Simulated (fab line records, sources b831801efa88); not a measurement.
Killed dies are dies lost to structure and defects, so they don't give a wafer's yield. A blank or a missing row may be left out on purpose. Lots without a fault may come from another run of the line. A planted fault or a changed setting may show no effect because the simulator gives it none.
Which tool did it? | flow sky130 | 11 lots, 33 wafers sampled, at 2 steps of a route of 708

WHAT THE GAUGES READ, wafer by wafer
SKY_CAP2M_THK_MEAS_04: measures by xrf.
lot  | measured     | on            | CAP2M_TIN_THK (nm)
L451 | day 41 05:48 | film_metro-01 | 201.7 202.4 201.1
L453 | day 41 14:03 | film_metro-02 | 205.1 205.6 203.1
L457 | day 42 11:35 | film_metro-02 | 201.5 199.2 201.8
L456 | day 42 11:54 | film_metro-02 | 201.0 200.9 201.2
L458 | day 42 19:59 | film_metro-03 | 201.5 201.9 200.4
L462 | day 43 16:29 | film_metro-01 | 205.2 199.0 200.3
L463 | day 44 03:57 | film_metro-02 | 204.0 203.6 203.2
L465 | day 44 11:52 | film_metro-03 | 202.9 202.8 201.5
L466 | day 44 16:16 | film_metro-01 | 199.1 197.3 203.1
L467 | day 45 00:50 | film_metro-03 | 200.2 198.4 199.0
L472 | day 46 03:24 | film_metro-02 | 203.5 204.4 203.5

WHICH TOOL RAN EACH LOT (tool, then ch and the chambers of the sampled wafers, then the start)
lot  | SKY_METAL4_SPUTTER_03
L451 | pvd_sputter-03, day 41 05:25
L453 | pvd_sputter-03, day 41 13:40
L457 | pvd_sputter-03, day 42 11:12
L456 | pvd_sputter-02, day 42 11:30
L458 | pvd_sputter-02, day 42 19:36
L462 | pvd_sputter-03, day 43 16:06
L463 | pvd_sputter-03, day 44 03:34
L465 | pvd_sputter-04, day 44 11:29
L466 | pvd_sputter-03, day 44 15:52
L467 | pvd_sputter-04, day 45 00:27
L472 | pvd_sputter-02, day 46 03:01
- SKY_METAL4_SPUTTER_03: material Ti, target thk 5 nm, time 3.3 s.

THE ANSWER, worked out from the rows above alone
Rule: what is usual is taken from the lots themselves. Put in order of their means at a reading, lots are off if they are a third of the lots or fewer, leave a main group of 4 or more, and stand apart from it by a gap of 3 or more times the standard deviation of the main group's means; of several such gaps the widest counts. A main group whose means are all the same, to the digits that the tables above print for the reading, isn't used. A lot without any number at a reading at which 4 lots or more have one is off too. The other lots that the step has rows for count as sound.
No lot is off at any reading shown: from this, nothing can be told.

WHAT THE SIMULATOR HAD PUT IN
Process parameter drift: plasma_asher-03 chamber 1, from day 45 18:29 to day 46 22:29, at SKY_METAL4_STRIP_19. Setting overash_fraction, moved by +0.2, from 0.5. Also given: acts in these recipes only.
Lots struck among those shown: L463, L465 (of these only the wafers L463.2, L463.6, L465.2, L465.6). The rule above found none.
